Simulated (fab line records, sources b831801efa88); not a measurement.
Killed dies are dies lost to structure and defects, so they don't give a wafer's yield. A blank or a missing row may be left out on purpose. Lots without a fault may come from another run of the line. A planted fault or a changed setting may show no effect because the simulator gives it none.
One fault seen from 2 desks | flow gf180mcu | each desk has only its own numbers; what lay behind them comes last

THE TOOL OWNER'S DESK: pecvd-04
The tool's own readings at GF_MIM_CVD_05 (deposits Si3N4, target thk 42 nm, time 29.086 s): means of the sampled wafers that have a number, for each lot that ran on this tool. A lot is out of limits, marked OUT, if its mean lies more than 4 standard deviations from the usual mean; the brackets give that distance.
Columns: A = heater_power_w at GF_MIM_CVD_05, usual 687 W; B = susceptor_temp_C at GF_MIM_CVD_05, usual 384.99 C
lot  | first seen here | A   | B
L157 | day 27 03:02    | 761 | 385.11
L160 | day 28 01:17    | 668 | 385.10
L163 | day 28 19:56    | 772 | 385.34
This desk's finding: nothing out of limits on any of the 3 lots.

THE METROLOGY DESK
What the gauges read, lot by lot, whatever tool the lot ran on: means of the sampled wafers that have a number. A lot is out of limits, marked OUT, if its mean lies more than 4 standard deviations from the usual mean; the brackets give that distance.
Columns: A = V4_W_RS at GF_V4_RS_MEAS_24, usual 0.327 ohm/sq; B = V4_W_THK at GF_V4_THK_MEAS_25, usual 353 nm; C = MIM_CVD_05_THK at GF_MIM_THK_MEAS_06, usual 42.0 nm; D = MIM_ALCU_RS at GF_MIM_RS_MEAS_10, usual 0.1610 ohm/sq; E = MIM_ALCU_THK at GF_MIM_THK_MEAS_11, usual 201 nm; F = cd_nm at GF_M5_CD_MEAS_07, usual 280.0 nm; G = M5_OVL at GF_M5_OVL_MEAS_08, usual 3 nm
lot  | first seen here | A     | B   | C    | D      | E   | F     | G
L154 | day 25 20:34    | 0.326 | 361 | 41.8 | 0.1596 | 200 | 277.9 | -3
L155 | day 26 06:26    | 0.328 | 350 | 41.1 | 0.1595 | 205 | 280.0 | 8
L157 | day 27 02:20    | 0.329 | 356 | 41.3 | 0.1615 | 204 | 281.9 | 3
L160 | day 28 00:38    | 0.325 | 352 | 42.2 | 0.1617 | 201 | 280.7 | 1
L163 | day 28 19:15    | 0.326 | 351 | 42.1 | 0.1616 | 199 | 281.1 | 0
L171 | day 30 20:32    | 0.327 | 351 | 41.7 | 0.1624 | 198 | 280.0 | 3
This desk's finding: nothing out of limits on any of the 6 lots.

PUT TOGETHER
The tool owner's desk saw nothing out of limits.
The metrology desk saw nothing out of limits.

WHAT THE SIMULATOR HAD PUT IN
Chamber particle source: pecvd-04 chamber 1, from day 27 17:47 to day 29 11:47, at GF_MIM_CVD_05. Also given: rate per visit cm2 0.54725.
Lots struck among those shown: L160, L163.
